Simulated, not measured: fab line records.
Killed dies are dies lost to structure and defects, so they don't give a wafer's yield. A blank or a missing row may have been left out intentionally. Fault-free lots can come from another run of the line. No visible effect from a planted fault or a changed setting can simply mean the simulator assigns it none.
Which tool did it? -- flow sky130 -- Sampling: 14 lots, 42 wafers, 4 of 708 route steps

## WHAT EACH GAUGE READ, for each wafer
SKY_GATE_OXIDE_THK_MEAS_02. Usual: GATE_OXIDE_OXIDATION_00_THK 10.22 nm, standard deviation 0.24.
lot,measured,on,GATE_OXIDE_OXIDATION_00_THK (nm),flag
L436,day 12 23:17,film metro-02,10.31 10.25 10.40,
L437,day 13 01:54,film metro-01,10.14 9.91 9.92,
L439,day 13 13:37,film metro-04,10.23 10.05 10.02,
L440,day 14 03:52,film metro-02,10.29 10.12 10.15,
L442,day 14 22:45,film metro-01,10.69 10.93 10.76,
L443,day 15 04:06,film metro-02,10.08 10.07 10.44,
L444,day 15 07:38,film metro-01,10.29 10.33 10.27,
L445,day 15 20:56,film metro-01,9.86 9.91 9.79,
L449,day 17 10:56,film metro-01,10.45 10.53 10.50,
L450,day 17 15:12,film metro-02,10.43 10.49 10.49,
L452,day 18 06:01,film metro-02,10.34 10.29 10.34,
L454,day 19 01:40,film metro-04,10.18 10.20 10.21,
L456,day 19 13:49,film metro-04,9.96 10.02 10.18,
L459,day 20 15:38,film metro-04,10.16 10.41 10.19,

SKY_POLY_GATE_THK_MEAS_01. Usual: POLY_GATE_CVD_00_THK 180.0 nm, standard deviation 1.5.
lot,measured,on,POLY_GATE_CVD_00_THK (nm),flag
L436,day 14 03:38,film metro-02,180.0 180.8 179.6,
L437,day 14 05:34,film metro-03,179.4 178.0 178.0,
L439,day 14 19:38,film metro-02,182.7 180.1 179.3,
L440,day 15 10:23,film metro-03,177.7 179.0 177.0,
L442,day 16 05:29,film metro-02,179.3 179.7 180.4,
L443,day 16 10:47,film metro-03,180.6 180.2 178.9,
L444,day 16 15:14,film metro-02,179.7 179.9 179.0,
L445,day 17 05:39,film metro-03,181.6 181.5 180.4,
L449,day 18 19:32,film metro-03,179.1 178.6 179.2,
L450,day 19 01:09,film metro-04,181.6 181.1 179.8,
L452,day 19 17:46,film metro-02,179.6 181.5 180.3,
L454,day 20 11:41,film metro-02,181.2 180.2 181.7,
L456,day 20 22:44,film metro-02,180.8 180.3 180.9,
L459,day 22 01:43,film metro-02,178.5 178.8 179.6,

SKY_POLY_GATE_OVL_MEAS_14. Usual: POLY_GATE_OVL -4 nm, standard deviation 5.6.
lot,measured,on,POLY_GATE_OVL (nm),flag
L436,day 16 11:20,overlay-02,-11 -15 -14,
L437,day 16 15:15,overlay-01,2 -3 -3,
L439,day 17 04:29,overlay-01,1 -4 -6,
L440,day 17 20:56,overlay-01,-13 -2 -3,
L442,day 18 20:17,overlay-02,-5 -5 -4,
L443,day 19 04:11,overlay-01,-5 -10 -1,
L444,day 19 07:35,overlay-02,2 1 5,
L445,day 19 18:46,overlay-02,-6 -8 -10,
L449,day 21 20:46,overlay-01,-7 -10 -10,
L450,day 21 21:02,overlay-02,0 -5 -2,
L452,day 22 07:56,overlay-01,0 3 0,
L454,day 23 02:47,overlay-02,-3 -11 -8,
L456,day 23 12:43,overlay-02,-2 -8 0,
L459,day 24 15:34,overlay-01,0 -1 -2,

## WHAT TOOL EACH LOT RAN ON (gives the tool, then ch and the chambers of the sampled wafers, and finally the start)
lot,SKY_POLY_GATE_SOFTBAKE_09
L436,"litho track-03 ch 0, day 15 20:00"
L437,"litho track-02 ch 0, day 16 01:00"
L439,"litho track-03 ch 0, day 16 13:00"
L440,"litho track-04 ch 0, day 17 06:00"
L442,"litho track-03 ch 0, day 18 05:00"
L443,"litho track-02 ch 0, day 18 12:00"
L444,"litho track-04 ch 0, day 18 15:00"
L445,"litho track-03 ch 0, day 19 03:00"
L449,"litho track-04 ch 0, day 21 04:00"
L450,"litho track-03 ch 0, day 21 05:00"
L452,"litho track-03 ch 0, day 21 17:00"
L454,"litho track-02 ch 0, day 22 10:00"
L456,"litho track-04 ch 0, day 22 21:00"
L459,"litho track-02 ch 0, day 24 00:00"
- SKY_POLY_GATE_SOFTBAKE_09: time 90 s.

## WHAT THE TOOLS THEMSELVES READ (means of the sampled wafers that have a number; where no wafer has one, the mark that the record gives instead)
SKY_POLY_GATE_SOFTBAKE_09. Usual: heater power total W 57.35 W, standard deviation 0.11; plate temp C 100.00 C, standard deviation 0.14.
lot,tool,heater power total W (W),plate temp C (C),flag
L436,litho track-03,57.44,100.12,
L437,litho track-02,57.31,99.89,
L439,litho track-03,57.33,99.69,
L440,litho track-04,57.37,100.10,
L442,litho track-03,57.47,100.05,
L443,litho track-02,57.33,100.11,
L444,litho track-04,57.40,99.96,
L445,litho track-03,57.39,100.22,
L449,litho track-04,57.32,99.98,
L450,litho track-03,52.29,93.47,OFF
L452,litho track-03,52.23,93.42,OFF
L454,litho track-02,57.36,100.05,
L456,litho track-04,57.30,99.90,
L459,litho track-02,57.39,99.97,

## THE ANSWER, worked out from the rows above alone
Rule: lot off if the mean of its wafers having a number is beyond 3 standard deviations from the usual mean. Also off: a lot with no number at a reading for which 4 or more lots have one. The other lots that the step has rows for count as sound. The gauges are gone through in route order, then the tools' own readings, and for those a lot's mean is taken as printed above. At the first step where some lot is off, the reading lying furthest off is the one used; lots without a number count as furthest.
Off: L450, L452 (SKY_POLY_GATE_SOFTBAKE_09, plate temp C).
A tool fits if, at that step or a process step before it, it ran every lot that is off, and no sound lot after the first of them. One fits: litho track-03 at SKY_POLY_GATE_SOFTBAKE_09. A fault onset in the window from L445 (day 19 03:00, its last sound lot) to L450 (day 21 05:00, its first lot off) fits.
The tool's own readings at SKY_POLY_GATE_SOFTBAKE_09 bear it out: on the lots that are off they differ by more than 5 times the standard deviation of the sound lots' means. heater power total W reads 52.26 W there against 57.37 W on the sound lots; plate temp C reads 93.44 C there against 100.00 C on the sound lots.

## WHAT HAD BEEN PUT IN BY THE SIMULATOR
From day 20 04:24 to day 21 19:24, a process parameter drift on litho track-03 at SKY_POLY_GATE_SOFTBAKE_09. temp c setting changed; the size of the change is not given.
Struck lots among those shown: L450, L452. The same result came from the rule above.
